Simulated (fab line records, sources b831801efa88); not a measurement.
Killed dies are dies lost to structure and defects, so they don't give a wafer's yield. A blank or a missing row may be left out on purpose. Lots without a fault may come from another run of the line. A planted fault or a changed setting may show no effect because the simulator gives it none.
Which tool did it? | flow gf180mcu | 11 lots, 33 wafers sampled, at 4 steps of a route of 602

WHAT THE GAUGES READ, wafer by wafer
GF_V2_RS_MEAS_24: measures by four-point-probe.
lot  | measured     | on            | V2_W_RS (ohm/sq)
L760 | day 21 12:11 | film_metro-03 | 0.328 0.318 0.327
L761 | day 21 23:45 | film_metro-01 | 0.329 0.313 0.316
L763 | day 22 16:49 | film_metro-02 | 0.317 0.320 0.327
L764 | day 23 02:52 | film_metro-01 | 0.330 0.324 0.334
L767 | day 24 01:39 | film_metro-01 | 0.330 0.332 0.279 0.331 0.331 0.279
L768 | day 24 05:09 | film_metro-03 | 0.332 0.279 0.331 0.332 0.280 0.332
L769 | day 24 15:50 | film_metro-03 | 0.280 0.333 0.332 0.279 0.333 0.331
L777 | day 27 05:12 | film_metro-03 | 0.331 0.329 0.329
L778 | day 27 17:14 | film_metro-02 | 0.329 0.336 0.329
L779 | day 27 18:47 | film_metro-03 | 0.332 0.328 0.322
L780 | day 27 22:11 | film_metro-01 | 0.327 0.324 0.328

WHICH TOOL RAN EACH LOT (tool, then ch and the chambers of the sampled wafers, then the start)
lot  | GF_M2_SPUTTER_03             | GF_M2_SPUTTER_04             | GF_V2_CVD_23
L760 | pvd_sputter-02, day 19 08:56 | pvd_sputter-02, day 19 08:57 | cvd_w-02 ch 0,1, day 21 12:04
L761 | pvd_sputter-01, day 19 21:16 | pvd_sputter-01, day 19 21:17 | cvd_w-02 ch 0,1, day 21 23:38
L763 | pvd_sputter-02, day 20 14:36 | pvd_sputter-02, day 20 14:38 | cvd_w-02 ch 0,1, day 22 16:43
L764 | pvd_sputter-01, day 21 02:36 | pvd_sputter-01, day 21 02:37 | cvd_w-02 ch 0,1, day 23 02:43
L767 | pvd_sputter-02, day 22 01:24 | pvd_sputter-02, day 22 01:26 | cvd_w-02 ch 0,1, day 24 01:32
L768 | pvd_sputter-01, day 22 05:09 | pvd_sputter-01, day 22 05:10 | cvd_w-02 ch 0,1, day 24 05:02
L769 | pvd_sputter-04, day 22 16:05 | pvd_sputter-04, day 22 16:07 | cvd_w-02 ch 0,1, day 24 15:43
L777 | pvd_sputter-01, day 25 09:46 | pvd_sputter-01, day 25 09:47 | cvd_w-01 ch 0,1, day 27 05:04
L778 | pvd_sputter-04, day 25 22:26 | pvd_sputter-04, day 25 22:28 | cvd_w-01 ch 0,1, day 27 17:07
L779 | pvd_sputter-04, day 25 23:53 | pvd_sputter-04, day 25 23:54 | cvd_w-02 ch 0,1, day 27 18:41
L780 | pvd_sputter-04, day 26 03:00 | pvd_sputter-04, day 26 03:01 | cvd_w-01 ch 0,1, day 27 22:02
- GF_M2_SPUTTER_03: material Ti, target thk 10 nm, time 6.7 s.
- GF_M2_SPUTTER_04: material TiN, target thk 50 nm, time 41.7 s.
- GF_V2_CVD_23: deposits W, target thk 350 nm, time 104.94 s.

THE ANSWER, worked out from the rows above alone
Rule: what is usual is taken from the lots themselves. Put in order of their means at a reading, lots are off if they are a third of the lots or fewer, leave a main group of 4 or more, and stand apart from it by a gap of 3 or more times the standard deviation of the main group's means; of several such gaps the widest counts. A main group whose means are all the same, to the digits that the tables above print for the reading, isn't used. A lot without any number at a reading at which 4 lots or more have one is off too. The other lots that the step has rows for count as sound.
No lot is off at any reading shown: from this, nothing can be told.

WHAT THE SIMULATOR HAD PUT IN
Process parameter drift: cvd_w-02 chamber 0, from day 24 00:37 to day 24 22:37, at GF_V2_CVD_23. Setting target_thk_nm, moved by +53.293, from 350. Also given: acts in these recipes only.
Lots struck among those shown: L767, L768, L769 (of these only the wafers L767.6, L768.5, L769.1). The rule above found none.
